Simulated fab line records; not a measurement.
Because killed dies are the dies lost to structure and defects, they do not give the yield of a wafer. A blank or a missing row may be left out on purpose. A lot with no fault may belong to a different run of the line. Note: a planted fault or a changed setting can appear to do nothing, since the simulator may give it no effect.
fab line records    flow sky130
[record] lots = 7  wafers = 21  last_day = 50
route steps=708 shown POLY_GATE@222 PAD_OPEN@708
lots with no fault: from the same line, run without faults
start_h: start of the lot's first displayed wafer, in hours after the record's first day    wait_h: time in hours since the lot's previous step    " repeats the value in the row above    L1.1+2: a row that stands for several wafers    - no value present, or no start provided    * or withheld: withheld    < > ~ a bound
route shown NAME@n: names a module that has steps shown in the file, with the first one's number in the route    usual: mean/standard deviation taken from wafers without a fault    same: alike in all rows    chamber/n: place in a boat    sites: per-site readings    _std_site: standard deviation of those values    _edge_site: inner sites' mean taken away from outer sites' mean    radius_mm: for every site, how far away it sits from the centre of the wafer    mask NAME#n: copy n    behind: the last tool/chamber to shape the wafer    hold: the reason the lot was held/the length of the hold in hours/how it ended    device: whichever transistor did not switch (one of n, p or np)    end of line: tests run on the same wafers once the route is complete    a step with no rows: only its recipe    killed: not the wafer's yield, but the dies lost to structure and defects at the first sort    map: the dies of a wafer, with x for killed, . for not killed, _ for no die there
set.NAME: the setting the step ran with; set.NAME@STEP: the setting that earlier step ran with    model.NAME: the simulator's own value behind a step, which no gauge read
lots at some steps of the route; a table a step, a row a wafer
services: the hour from which a tool's chamber was out of use, counted from the record's first day as start_h (under 0 if before that day), plus the number of hours and why
[[steps]]
[step SKY_POLY_GATE_COAT_08]
[recipe] resist = KrF-thick  spin_rpm = 3000  resist_thk_nm = 450
[step SKY_POLY_GATE_SOFTBAKE_09]
[recipe] temp_c = 100  time_s = 90  resist = KrF-thick
[step SKY_POLY_GATE_EXPOSE_10]
[recipe] mask_id = P1M  na = 0.68  source_shape = conventional  sigma_outer = 0.6  target_cd_nm = 150  dose_mj = 28
[step SKY_POLY_GATE_PEB_11]
[recipe] peb_temp_c = withheld  peb_time_s = withheld  resist = KrF-thick
[step SKY_POLY_GATE_DEVELOP_12]
[recipe] develop_time_s = 60  resist = KrF-thick  dev_temp_c = 20.47
[step SKY_POLY_GATE_CD_MEAS_13]
[recipe] target_cd_nm = 150
[usual] cd_nm = 151.0/1.5
lot.wafer  tool       chamber  start_h  wait_h  cd_nm
L141.1     cd_sem-02  -        370.70   -       147.5
L141.2     "          -        "        "       148.0
L141.4     "          -        "        "       146.7
L150.2     cd_sem-01  -        452.51   -       148.6
L150.3     "          -        "        "       149.2
L150.4     "          -        "        "       148.6
L153.3     cd_sem-01  -        478.33   -       151.6
L153.4     "          -        "        "       152.6
L153.5     "          -        "        "       151.7
L154.1     cd_sem-01  -        488.79   -       150.8
L154.2     "          -        "        "       150.4
L154.5     "          -        "        "       151.4
L155.1     cd_sem-02  -        495.19   -       151.3
L155.4     "          -        "        "       151.6
L155.6     "          -        "        "       153.0
L160.1     cd_sem-01  -        538.96   -       151.1
L160.5     "          -        "        "       151.1
L160.6     "          -        "        "       151.9
L164.2     cd_sem-02  -        567.81   -       150.9
L164.4     "          -        "        "       150.3
L164.6     "          -        "        "       151.0
[step SKY_POLY_GATE_OVL_MEAS_14]
[usual] POLY_GATE_OVL = 1/6.2
lot.wafer  tool        chamber  start_h  wait_h  POLY_GATE_OVL[nm]
L141.1     overlay-01  -        370.82   0.1     -9
L141.2     "           -        "        "       -6
L141.4     "           -        "        "       3
L150.2     overlay-01  -        452.62   0.1     0
L150.3     "           -        "        "       2
L150.4     "           -        "        "       0
L153.3     overlay-02  -        478.43   0.1     -5
L153.4     "           -        "        "       -3
L153.5     "           -        "        "       -2
L154.1     overlay-01  -        488.91   0.1     -3
L154.2     "           -        "        "       3
L154.5     "           -        "        "       -2
L155.1     overlay-02  -        495.31   0.1     0
L155.4     "           -        "        "       4
L155.6     "           -        "        "       6
L160.1     overlay-02  -        539.08   0.1     -8
L160.5     "           -        "        "       -2
L160.6     "           -        "        "       0
L164.2     overlay-02  -        567.92   0.1     -4
L164.4     "           -        "        "       0
L164.6     "           -        "        "       1
[step SKY_POLY_GATE_ETCH_15]
[recipe] chemistry = N2/H2  target = BARC  ion_energy_ev = 200  source_w = 500  bias_w = 100  pressure_mtorr = 30  n2_flow_sccm = 100  h2_flow_sccm = 200  stop_on = SiO2  time_s = 118.5  target_depth_a = 1100
[usual] drypump_motor_current_A = 5.9/0.42  oes_product_au = 0.716/0.005  throttle_valve_pct = 13.213/0.01
lot.wafer  tool         chamber  start_h  wait_h  drypump_motor_current_A  oes_product_au  rf_hours_counter_h  throttle_valve_pct
L141.1     rie_diel-02  3        370.85   0.0     5.2                      0.717           87                  13.199
L141.2     "            1        "        "       5.8                      0.711           16                  13.217
L141.4     "            2        "        "       5.9                      0.728           10                  13.185
L150.2     rie_diel-04  0        452.65   0.0     5.9                      0.723           8                   13.204
L150.3     "            2        "        "       6.3                      0.720           33                  13.215
L150.4     "            3        "        "       5.2                      0.712           57                  13.221
L153.3     rie_diel-04  3        478.45   0.0     5.2                      0.713           57                  13.193
L153.4     "            2        "        "       6.3                      0.710           34                  13.230
L153.5     "            0        "        "       6.0                      0.722           -                   13.214
L154.1     rie_diel-02  2        488.95   0.0     5.9                      0.712           12                  13.202
L154.2     "            0        "        "       6.2                      0.710           6                   13.193
L154.5     "            2        "        "       5.9                      0.722           -                   13.215
L155.1     rie_diel-04  2        495.35   0.0     6.2                      0.712           34                  13.216
L155.4     "            1        "        "       6.6                      0.717           -                   13.204
L155.6     "            2        "        "       6.2                      0.721           -                   13.218
L160.1     rie_diel-04  2        539.12   0.0     6.3                      0.709           35                  13.216
L160.5     "            0        "        "       5.9                      0.720           -                   13.213
L160.6     "            3        "        "       5.2                      0.720           -                   13.223
L164.2     rie_diel-04  0        567.95   0.0     5.9                      0.710           10                  13.219
L164.4     "            3        "        "       5.2                      0.715           59                  13.205
L164.6     "            3        "        "       5.1                      0.713           -                   13.212
[step SKY_POLY_GATE_ETCH_16]
[recipe] stop_on = poly-Si  chemistry = CH3F/O2  target = Si3N4  source_w = 400  bias_w = 80  pressure_mtorr = 25  ch3f_flow_sccm = 40  O2_flow_sccm = 30  time_s = 147.5  target_depth_a = 750
[usual] drypump_motor_current_A = 5.9/0.42  oes_product_au = 0.640/0.0049  throttle_valve_pct = 10.535/0.009
lot.wafer  tool         chamber  start_h  wait_h  drypump_motor_current_A  oes_product_au  rf_hours_counter_h  throttle_valve_pct
L141.1     rie_diel-02  3        370.93   0.0     5.2                      0.635           87                  10.549
L141.2     "            1        "        "       5.8                      0.634           16                  10.541
L141.4     "            2        "        "       5.9                      0.638           10                  10.531
L150.2     rie_diel-04  0        452.73   0.0     5.9                      0.636           8                   10.522
L150.3     "            2        "        "       6.3                      0.640           33                  10.523
L150.4     "            3        "        "       5.2                      0.648           57                  10.525
L153.3     rie_diel-04  3        478.53   0.0     5.2                      0.646           58                  10.528
L153.4     "            2        "        "       6.2                      0.646           34                  10.529
L153.5     "            0        "        "       5.9                      0.641           -                   10.541
L154.1     rie_diel-02  2        489.03   0.0     5.9                      0.641           12                  10.537
L154.2     "            0        "        "       6.3                      0.635           6                   10.532
L154.5     "            2        "        "       5.8                      0.644           -                   10.536
L155.1     rie_diel-04  2        495.43   0.0     6.2                      0.641           34                  10.525
L155.4     "            1        "        "       6.6                      0.641           -                   10.524
L155.6     "            2        "        "       6.2                      0.633           -                   10.537
L160.1     rie_diel-04  2        539.20   0.0     6.3                      0.640           35                  10.546
L160.5     "            0        "        "       5.8                      0.640           -                   10.516
L160.6     "            3        "        "       5.2                      0.641           -                   10.532
L164.2     rie_diel-04  0        568.03   0.0     5.9                      0.637           10                  10.529
L164.4     "            3        "        "       5.1                      0.636           60                  10.540
L164.6     "            3        "        "       5.2                      0.646           -                   10.528
[step SKY_POLY_GATE_ETCH_17]
[recipe] target_depth_nm = 180  stop_on = SiO2  over_etch_frac = 0.56667  chemistry = HBr/Cl2  target = poly-Si  icp_w = 400  bias_w = 100  pressure_mtorr = 10  HBr_flow_sccm = 150  Cl2_flow_sccm = 50  time_s = 70.5
[usual] drypump_motor_current_A = 5.7/0.39  he_backside_leak_sccm = 2.67/0.23  mfc_cl2_sccm = 50.03/0.15  oes_product_au = 0.989/0.0059  throttle_valve_pct = 33.685/0.0086
lot.wafer  tool       chamber  start_h  wait_h  drypump_motor_current_A  he_backside_leak_sccm  mfc_cl2_sccm  oes_product_au  rf_hours_counter_h  throttle_valve_pct
L141.1     rie_si-02  0        371.03   0.0     5.6                      2.54                   50.32         0.982           80                  33.683
L141.2     "          1        "        "       5.2                      2.97                   49.95         0.980           40                  33.681
L141.4     "          2        "        "       6.4                      2.60                   50.14         0.996           5                   33.683
L150.2     rie_si-01  2        452.83   0.0     5.5                      2.79                   49.96         0.989           3                   33.706
L150.3     "          1        "        "       6.1                      2.55                   50.09         0.989           5                   33.694
L150.4     "          3        "        "       5.4                      2.68                   49.97         0.992           3                   33.691
L153.3     rie_si-01  1        478.63   0.0     6.1                      2.55                   50.21         1.003           5                   33.665
L153.4     "          3        "        "       5.4                      2.61                   49.72         1.000           3                   33.694
L153.5     "          2        "        "       5.4                      2.79                   49.89         0.994           -                   33.705
L154.1     rie_si-02  2        489.13   0.0     6.3                      2.68                   50.06         0.989           6                   33.678
L154.2     "          3        "        "       5.2                      2.47                   49.66         0.989           2                   33.686
L154.5     "          1        "        "       5.2                      2.99                   50.13         0.987           -                   33.694
L155.1     rie_si-01  1        495.53   0.0     6.1                      2.60                   50.14         0.988           5                   33.678
L155.4     "          0        "        "       5.9                      2.52                   49.85         0.992           5                   33.679
L155.6     "          3        "        "       5.4                      2.75                   50.18         0.997           -                   33.687
L160.1     rie_si-02  2        539.30   0.0     6.4                      2.84                   50.04         0.985           6                   33.673
L160.5     "          2        "        "       6.4                      2.79                   49.92         0.987           -                   33.709
L160.6     "          1        "        "       5.2                      2.90                   49.73         0.975           -                   33.677
L164.2     rie_si-02  3        568.13   0.0     5.2                      2.39                   50.21         0.997           2                   33.689
L164.4     "          0        "        "       5.6                      2.50                   50.06         0.986           -                   33.681
L164.6     "          3        "        "       5.2                      2.44                   50.09         0.986           -                   33.690
[step SKY_POLY_GATE_STRIP_18]
[recipe] chemistry = O2/N2  power_w = 1400  pressure_mtorr = 1500  platen_temp_c = withheld  o2_flow_sccm = 3000  n2_flow_sccm = 300  overash_fraction = 0.5
[usual] drypump_motor_current_A = 5.9/0.31  o2_flow_sccm = 2998/8.7  oes_product_au = 0.360/0.0052  strip_time_to_endpoint_s = 3.164/0.028
lot.wafer  tool             chamber  start_h  wait_h  drypump_motor_current_A  o2_flow_sccm  oes_product_au  rf_hours_counter_h  strip_time_to_endpoint_s
L141.1     plasma_asher-02  1        371.09   0.0     5.5                      3000          0.361           70                  3.137
L141.2     "                0        "        "       5.5                      3011          0.366           70                  3.175
L141.4     "                0        "        "       5.5                      2996          0.355           -                   3.145
L150.2     plasma_asher-03  1        452.88   0.0     6.4                      3006          0.365           73                  3.141
L150.3     "                1        "        "       6.4                      3001          0.350           -                   3.093
L150.4     "                0        "        "       6.1                      2994          0.355           -                   3.148
L153.3     plasma_asher-03  0        478.72   0.1     6.1                      2998          0.366           -                   3.180
L153.4     "                1        "        "       6.5                      2995          0.365           -                   3.127
L153.5     "                0        "        "       6.1                      2988          0.364           -                   3.132
L154.1     plasma_asher-03  1        489.19   0.0     6.4                      3010          0.363           77                  3.180
L154.2     "                0        "        "       6.1                      3002          0.364           77                  3.211
L154.5     "                1        "        "       6.5                      3011          0.370           -                   3.209
L155.1     plasma_asher-01  0        495.58   0.0     5.8                      2993          0.353           38                  3.165
L155.4     "                1        "        "       5.9                      3010          0.360           -                   3.169
L155.6     "                1        "        "       5.9                      2999          0.355           -                   3.169
L160.1     plasma_asher-03  1        539.35   0.0     6.5                      2993          0.357           81                  3.145
L160.5     "                0        "        "       6.1                      2986          0.362           -                   3.161
L160.6     "                1        "        "       6.5                      2993          0.354           -                   3.192
L164.2     plasma_asher-03  1        568.19   0.0     6.5                      2997          0.359           83                  3.126
L164.4     "                1        "        "       6.4                      2991          0.360           -                   3.162
L164.6     "                0        "        "       6.1                      2992          0.350           -                   3.162
[step SKY_POLY_GATE_CLEAN_19]
[recipe] chemistry = SC1/SC2  mix = 1:4:20  temp_c = 70  time_s = 150  dry = n2_spin
[step SKY_POLY_GATE_OXIDATION_20]
[recipe] temp_c = 850  ambient = O2  stabilise_s = 600  purge_s = 300  target_thk_a = 40  ox_time_s = 899
[usual] spike_tc_bottom_C = 870.8/2.2  spike_tc_centre_C = 851.2/1  spike_tc_lower_C = 849.7/0.97  spike_tc_top_C = 860.0/1.2  spike_tc_upper_C = 849.2/1.6  tube_center_temp_C = 850.01/0.07  tube_center_temp_C_max = 852.2/0.37  zone_power_lower_pct = 17.9/0.44
[same] ox_time_s = 899  stabilise_s = 600
lot.wafer  tool        chamber  start_h  wait_h  spike_tc_bottom_C  spike_tc_centre_C  spike_tc_lower_C  spike_tc_top_C  spike_tc_upper_C  tube_center_temp_C  tube_center_temp_C_max  zone_power_lower_pct  model.SiO2_of_POLY_GATE_OXIDATION_20.thk_nm
L141.1     furnace-01  0        371.47   0.2     868.6              849.4              847.7             860.3           852.1             850.13              852.8                   17.4                  3.983
L141.2     "           0        "        "       870.8              850.8              850.8             861.1           849.8             849.98              851.8                   17.4                  3.967
L141.4     "           0        "        "       869.4              850.3              849.1             860.6           853.0             849.93              851.6                   17.1                  3.973
L150.2     furnace-02  0        453.18   0.1     871.2              850.7              850.0             860.7           849.1             850.07              851.9                   18.4                  3.935
L150.3     "           0        "        "       872.5              849.4              851.4             860.8           848.6             850.03              851.9                   18.3                  3.932
L150.4     "           0        "        "       873.1              851.3              849.2             860.6           847.2             850.04              851.7                   17.9                  3.969
L153.3     furnace-02  0        478.84   0.0     889.7              867.9              866.3             877.3           866.1             866.44              869.0                   19.1                  4.886
L153.4     "           0        "        "       887.9              866.2              866.6             875.8           863.8             866.22              868.1                   19.2                  4.875
L153.5     "           0        "        "       888.4              867.1              864.3             875.3           864.5             866.23              868.7                   18.9                  4.915
L154.1     furnace-02  0        489.34   0.0     888.3              867.9              867.6             874.9           864.3             866.23              868.7                   19.2                  4.928
L154.2     "           0        "        "       887.5              868.5              863.9             876.2           863.1             866.31              868.6                   19.4                  4.921
L154.5     "           0        "        "       886.0              867.6              865.9             876.2           865.0             866.37              868.8                   19.2                  4.942
L155.1     furnace-02  0        496.54   0.8     889.2              867.8              865.7             877.7           865.2             866.22              868.5                   18.9                  4.939
L155.4     "           0        "        "       888.6              866.4              866.1             876.5           862.9             866.19              869.2                   19.2                  4.968
L155.6     "           0        "        "       889.0              867.6              866.0             876.7           863.7             866.35              868.5                   18.7                  4.959
L160.1     furnace-01  0        539.75   0.2     867.3              852.1              850.4             859.3           848.8             849.89              851.8                   17.5                  4.101
L160.5     "           0        "        "       868.6              850.4              848.6             860.4           849.9             850.04              851.8                   17.3                  4.025
L160.6     "           0        "        "       868.0              850.3              851.4             860.6           851.6             850.04              852.1                   17.7                  4.029
L164.2     furnace-01  0        568.34   0.0     867.6              850.9              849.0             860.6           849.6             849.98              852.3                   17.8                  3.936
L164.4     "           0        "        "       869.2              853.4              848.8             860.4           851.1             850.03              852.8                   17.4                  3.996
L164.6     "           0        "        "       868.7              848.6              848.4             860.2           852.2             850.01              852.3                   17.3                  3.947
[step SKY_POLY_GATE_THK_MEAS_21]
[recipe] reads = SiO2_of_POLY_GATE_OXIDATION_20
[usual] POLY_GATE_OXIDATION_THK = 4.01/0.072
lot.wafer  tool           chamber  start_h  wait_h  POLY_GATE_OXIDATION_THK[nm]
L141.1     film_metro-02  -        372.72   0.0     4.00
L141.2     "              -        "        "       3.91
L141.4     "              -        "        "       3.95
L150.2     film_metro-02  -        454.44   0.0     3.93
L150.3     "              -        "        "       3.91
L150.4     "              -        "        "       3.99
L153.3     film_metro-01  -        480.11   0.0     4.92
L153.4     "              -        "        "       4.86
L153.5     "              -        "        "       4.92
L154.1     film_metro-01  -        490.59   0.0     4.94
L154.2     "              -        "        "       4.96
L154.5     "              -        "        "       4.92
L155.1     film_metro-02  -        497.79   0.0     4.96
L155.4     "              -        "        "       4.94
L155.6     "              -        "        "       4.96
L160.1     film_metro-01  -        541.01   0.0     4.16
L160.5     "              -        "        "       4.01
L160.6     "              -        "        "       4.00
L164.2     film_metro-02  -        569.60   0.0     3.93
L164.4     "              -        "        "       4.01
L164.6     "              -        "        "       3.96
[step SKY_POLY_GATE_CD_MEAS_22]
[usual] cd_nm = 151.0/2
lot.wafer  tool       chamber  start_h  wait_h  cd_nm
L141.1     cd_sem-02  -        372.78   0.1     147.0
L141.2     "          -        "        "       146.8
L141.4     "          -        "        "       146.3
L150.2     cd_sem-02  -        454.52   0.1     146.6
L150.3     "          -        "        "       149.0
L150.4     "          -        "        "       148.8
L153.3     cd_sem-01  -        480.21   0.1     150.9
L153.4     "          -        "        "       152.4
L153.5     "          -        "        "       150.4
L154.1     cd_sem-02  -        490.65   0.1     148.5
L154.2     "          -        "        "       148.2
L154.5     "          -        "        "       151.3
L155.1     cd_sem-02  -        497.85   0.1     150.9
L155.4     "          -        "        "       151.0
L155.6     "          -        "        "       151.0
L160.1     cd_sem-01  -        541.07   0.1     151.2
L160.5     "          -        "        "       151.4
L160.6     "          -        "        "       150.5
L164.2     cd_sem-01  -        569.68   0.1     151.3
L164.4     "          -        "        "       150.8
L164.6     "          -        "        "       150.9
[step SKY_PAD_OPEN_PROBE_99]
[usual] killed_at_M0_to_M3 = 43/7.3  killed_at_M4_up = 3.1/1.8  killed_at_contacts = 24/5.4  killed_at_front_end = 15/4.1  killed_at_other = 0.2/0.52  killed_dies = 86/10  killed_open = 47/7.3  killed_short = 39/6.4
[same] gross_dies = 492  killed_at_back_side = 0
lot.wafer  tool       chamber  start_h  wait_h  killed_at_M0_to_M3  killed_at_M4_up  killed_at_contacts  killed_at_front_end  killed_at_other  killed_dies  killed_open  killed_short  model.etest.tip_sonos.rs_ohm_sq  model.etest.tip_p.rs_ohm_sq  model.etest.tip_n.rs_ohm_sq  model.etest.res_pdiff.rs_ohm_sq  model.etest.res_ndiff.rs_ohm_sq
L141.1     prober-01  -        1074.88  0.1     41                  2                28                  15                   1                87           46           41            2644                             7011                         439.4                        198.1                            120.7
L141.2     prober-01  -        1074.93  0.1     40                  3                25                  7                    0                75           50           25            2650                             6976                         440.1                        199.6                            121
L141.4     prober-01  -        1075.03  0.2     44                  1                15                  14                   0                74           33           40            2677                             6980                         442.4                        201.6                            120.9
L150.2     prober-02  -        1132.14  0.1     31                  3                28                  16                   0                78           50           28            2580                             6744                         443.4                        191.6                            120.8
L150.3     prober-02  -        1132.19  0.2     44                  2                19                  16                   0                81           48           33            2625                             6788                         439.8                        192.1                            120.4
L150.4     prober-02  -        1132.24  0.2     51                  2                36                  15                   0                104          60           44            2635                             6833                         444.1                        191.3                            121.2
L153.3     prober-01  -        1147.72  0.2     50                  3                21                  15                   0                89           41           48            2751                             6984                         455.6                        200.9                            123.5
L153.4     prober-01  -        1147.77  0.2     53                  7                22                  14                   0                96           50           46            2732                             7004                         453.4                        198.7                            121.4
L153.5     prober-01  -        1147.82  0.2     55                  4                27                  7                    0                93           44           49            2796                             6962                         454.4                        198.9                            123.2
L154.1     prober-02  -        1151.97  0.1     41                  3                24                  15                   0                83           50           33            2812                             7143                         463.2                        203                              121
L154.2     prober-02  -        1152.02  0.1     30                  2                20                  18                   0                70           30           40            2747                             7114                         459.6                        202.5                            121.7
L154.5     prober-02  -        1152.17  0.2     51                  5                15                  12                   0                83           34           49            2775                             7151                         460.5                        203.6                            121.1
L155.1     prober-01  -        1157.40  0.1     44                  3                23                  19                   0                89           45           43            2855                             6976                         459.8                        198.9                            124
L155.4     prober-01  -        1157.55  0.2     39                  1                23                  15                   0                78           42           36            2893                             6993                         460                          198.9                            122.1
L155.6     prober-01  -        1157.65  0.2     39                  3                29                  32                   0                103          51           51            2840                             6948                         460.4                        199                              123.7
L160.1     prober-02  -        1184.02  0.1     30                  3                22                  13                   0                68           39           29            2670                             6786                         440.8                        197.8                            120.7
L160.5     prober-02  -        1184.22  0.2     46                  7                28                  13                   1                95           55           40            2673                             6731                         440                          195.1                            120.2
L160.6     prober-02  -        1184.27  0.2     52                  6                22                  14                   0                94           46           48            2668                             6787                         440.7                        196.6                            120.4
L164.2     prober-02  -        1195.56  0.1     41                  1                21                  9                    2                74           36           38            2654                             6893                         442.4                        201.6                            119
L164.4     prober-02  -        1195.66  0.2     42                  2                19                  9                    0                72           39           33            2641                             6774                         442.6                        200.5                            118.9
L164.6     prober-02  -        1195.76  0.2     40                  3                28                  14                   0                85           47           38            2664                             6764                         442                          199.7                            118.5
// killed by level:class
L141.1 CONTACT:geometric_particle:open=12 VIA1:geometric_particle:short=9 VIA1:geometric_particle:open=9 VIA2:geometric_particle:open=8 CONTACT:geometric_particle:short=8 METAL1:geometric_particle:short=5 FIELD_ISO:geometric_particle:open=4 FIELD_ISO:geometric_particle:short=3
L141.2 CONTACT:geometric_particle:open=11 VIA1:geometric_particle:open=11 VIA1:geometric_particle:short=8 LI_CONTACT:geometric_particle:open=8 VIA2:geometric_particle:open=6 METAL2:geometric_particle:short=4 VIA3:geometric_particle:open=4 METAL3:geometric_particle:short=3
L141.4 VIA1:geometric_particle:short=8 METAL2:geometric_particle:short=8 VIA1:geometric_particle:open=7 LI_CONTACT:geometric_particle:open=6 METAL1:geometric_particle:open=5 METAL3:geometric_particle:short=4 CONTACT:geometric_particle:short=4 FIELD_ISO:geometric_particle:short=3
L150.2 CONTACT:geometric_particle:open=16 VIA1:geometric_particle:open=9 FIELD_ISO:geometric_particle:short=6 FIELD_ISO:geometric_particle:open=4 LI_CONTACT:geometric_particle:open=4 METAL1:geometric_particle:short=4 METAL1:geometric_particle:open=4 VIA2:geometric_particle:open=4
L150.3 VIA1:geometric_particle:open=9 CONTACT:geometric_particle:open=8 METAL2:geometric_particle:short=8 VIA2:geometric_particle:open=8 VIA3:geometric_particle:open=6 FIELD_ISO:geometric_particle:open=5 POLY_GATE:geometric_particle:open=5 LI_CONTACT:geometric_particle:open=5
L150.4 CONTACT:geometric_particle:open=12 VIA2:geometric_particle:open=11 VIA1:geometric_particle:open=11 LI_CONTACT:geometric_particle:open=9 CONTACT:geometric_particle:short=8 LOCAL_INTERCONNECT:geometric_particle:short=7 METAL1:geometric_particle:short=7 FIELD_ISO:geometric_particle:open=5
L153.3 VIA1:geometric_particle:open=13 METAL1:geometric_particle:short=7 VIA2:geometric_particle:open=7 VIA2:geometric_particle:short=6 FIELD_ISO:geometric_particle:short=5 LOCAL_INTERCONNECT:geometric_particle:short=5 CONTACT:geometric_particle:open=5 FIELD_ISO:geometric_particle:open=4
L153.4 VIA1:geometric_particle:open=14 CONTACT:geometric_particle:open=10 METAL4:geometric_particle:short=7 LI_CONTACT:geometric_particle:open=6 METAL1:geometric_particle:short=6 VIA1:geometric_particle:short=6 METAL2:geometric_particle:short=6 VIA2:geometric_particle:open=4
L153.5 VIA1:geometric_particle:open=15 CONTACT:geometric_particle:open=9 METAL1:geometric_particle:short=9 METAL2:geometric_particle:short=9 LI_CONTACT:geometric_particle:short=6 LI_CONTACT:geometric_particle:open=6 METAL3:geometric_particle:short=5 CONTACT:geometric_particle:short=4
L154.1 VIA3:geometric_particle:open=12 CONTACT:geometric_particle:open=9 VIA2:geometric_particle:open=8 LI_CONTACT:geometric_particle:open=7 FIELD_ISO:geometric_particle:open=6 VIA1:geometric_particle:short=5 METAL2:geometric_particle:short=4 LI_CONTACT:geometric_particle:short=3
L154.2 CONTACT:geometric_particle:short=7 FIELD_ISO:geometric_particle:short=6 VIA1:geometric_particle:open=6 LOCAL_INTERCONNECT:geometric_particle:short=6 VIA3:geometric_particle:open=5 POLY_GATE:geometric_particle:open=4 CONTACT:geometric_particle:open=4 VIA1:geometric_particle:short=4
L154.5 VIA2:geometric_particle:open=7 VIA3:geometric_particle:open=7 VIA3:geometric_particle:short=7 CONTACT:geometric_particle:open=6 METAL1:geometric_particle:short=6 VIA1:geometric_particle:short=6 METAL4:geometric_particle:short=5 METAL2:geometric_particle:short=5
L155.1 LI_CONTACT:geometric_particle:open=8 VIA2:geometric_particle:open=8 METAL1:geometric_particle:short=7 FIELD_ISO:geometric_particle:open=6 VIA1:geometric_particle:open=6 VIA1:geometric_particle:short=5 POLY_GATE:geometric_particle:open=5 CONTACT:geometric_particle:short=5
L155.4 CONTACT:geometric_particle:open=12 METAL1:geometric_particle:short=8 VIA1:geometric_particle:open=7 LI_CONTACT:geometric_particle:open=6 VIA2:geometric_particle:open=6 FIELD_ISO:geometric_particle:open=5 METAL2:geometric_particle:short=5 VIA3:geometric_particle:open=4
L155.6 FIELD_ISO:geometric_particle:short=13 FIELD_ISO:geometric_particle:open=9 LI_CONTACT:geometric_particle:open=9 CONTACT:geometric_particle:open=8 CONTACT:geometric_particle:short=7 VIA1:geometric_particle:open=7 VIA3:geometric_particle:open=6 VIA1:geometric_particle:short=5
L160.1 CONTACT:geometric_particle:open=11 VIA1:geometric_particle:open=7 FIELD_ISO:geometric_particle:open=5 CONTACT:geometric_particle:short=5 METAL2:geometric_particle:short=5 METAL1:geometric_particle:short=5 VIA3:geometric_particle:open=5 POLY_GATE:geometric_particle:open=3
L160.5 LI_CONTACT:geometric_particle:open=14 METAL1:geometric_particle:short=10 CONTACT:geometric_particle:open=9 VIA1:geometric_particle:open=9 VIA2:geometric_particle:open=9 VIA1:geometric_particle:short=7 FIELD_ISO:geometric_particle:open=6 METAL4:geometric_particle:short=5
L160.6 VIA3:geometric_particle:open=10 CONTACT:geometric_particle:open=8 VIA1:geometric_particle:open=8 METAL1:geometric_particle:short=6 METAL3:geometric_particle:short=6 LI_CONTACT:geometric_particle:open=5 METAL2:geometric_particle:short=5 VIA2:geometric_particle:short=5
L164.2 LI_CONTACT:geometric_particle:open=9 CONTACT:geometric_particle:open=8 METAL1:geometric_particle:short=8 VIA1:geometric_particle:open=5 VIA1:geometric_particle:short=5 METAL3:geometric_particle:short=5 FIELD_ISO:geometric_particle:short=3 VIA3:geometric_particle:open=3
L164.4 VIA2:geometric_particle:open=10 VIA1:geometric_particle:open=9 CONTACT:geometric_particle:open=6 METAL2:geometric_particle:short=6 METAL3:geometric_particle:short=4 FIELD_ISO:geometric_particle:short=4 VIA2:geometric_particle:short=4 CONTACT:geometric_particle:short=4
L164.6 CONTACT:geometric_particle:open=12 VIA2:geometric_particle:open=10 LI_CONTACT:geometric_particle:open=7 VIA1:geometric_particle:open=7 CONTACT:geometric_particle:short=5 METAL2:geometric_particle:short=5 FIELD_ISO:geometric_particle:short=4 METAL1:geometric_particle:short=4
[[services]]
tool             chamber  start_h  hours  kind
rie_diel-04      0        368.76   1.4    repair
rie_diel-02      -        374.27   0.2    repair
rie_diel-04      2        380.20   5.4    repair
furnace-01       -        394.87   3.9    pm
rie_diel-04      2        403.37   9.3    repair
rie_si-02        2        413.64   4.3    repair
rie_si-02        0        414.22   3.6    repair
rie_si-02        -        415.39   14.6   pm
furnace-02       -        421.16   4.0    pm
furnace-02       -        426.62   3.7    pm
rie_diel-02      2        431.39   5.6    repair
rie_si-02        2        437.99   2.3    repair
rie_diel-02      0        454.12   8.2    repair
rie_diel-02      2        460.60   13.2   repair
plasma_asher-03  -        460.92   0.6    repair
rie_diel-02      3        468.56   12.7   repair
rie_si-02        -        469.94   2.8    pm
rie_diel-04      1        483.59   7.1    repair
rie_diel-04      0        490.33   7.0    repair
plasma_asher-03  -        503.55   15.6   pm
rie_diel-04      0        511.23   1.3    repair
rie_diel-02      0        515.72   7.7    repair
rie_diel-02      1        563.98   8.9    repair
rie_diel-02      3        566.14   76.6   repair
[[key]]
[first_sign] step = SKY_POLY_GATE_OXIDATION_20  reading = tube_center_temp_C  direction = up  sigmas = 99+  usual = *  struck = *
[effect] step = SKY_POLY_GATE_OXIDATION_20  reading = tube_center_temp_C_max  direction = up  sigmas = 44  usual = *  struck = *
[effect] step = SKY_POLY_GATE_THK_MEAS_21  reading = POLY_GATE_OXIDATION_THK  direction = up  sigmas = 13  usual = 4.01  struck = 4.93
[model_effect] step = SKY_POLY_GATE_OXIDATION_20  value = SiO2_of_POLY_GATE_OXIDATION_20.thk_nm  without = 4.029  struck = 4.926
[model_effect] step = SKY_PAD_OPEN_PROBE_99  value = etest.tip_sonos.rs_ohm_sq  without = 2647  struck = 2800
met_at SKY_POLY_GATE_OXIDATION_20
struck_wafers L153.3,L153.4,L153.5,L154.1,L154.2,L154.5,L155.1,L155.4,L155.6
tester_left_out L153,L154,L155
onset_between 453.18 478.84
[fault] kind = process_parameter_drift  tool = furnace-02  chamber = -  onset_h = 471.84  steps = SKY_POLY_GATE_OXIDATION_20  channel = temp_c  offset = *  shape = step  end_h = 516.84  acts_in = *  stated = *
// tester_left_out: of these lots the tester's yield and bins aren't shown, on N5 and GAA mostly nor the transistor test; their killed dies are dies lost to structure and defects alone, not to doping, threshold or leakage, so they don't give the yield
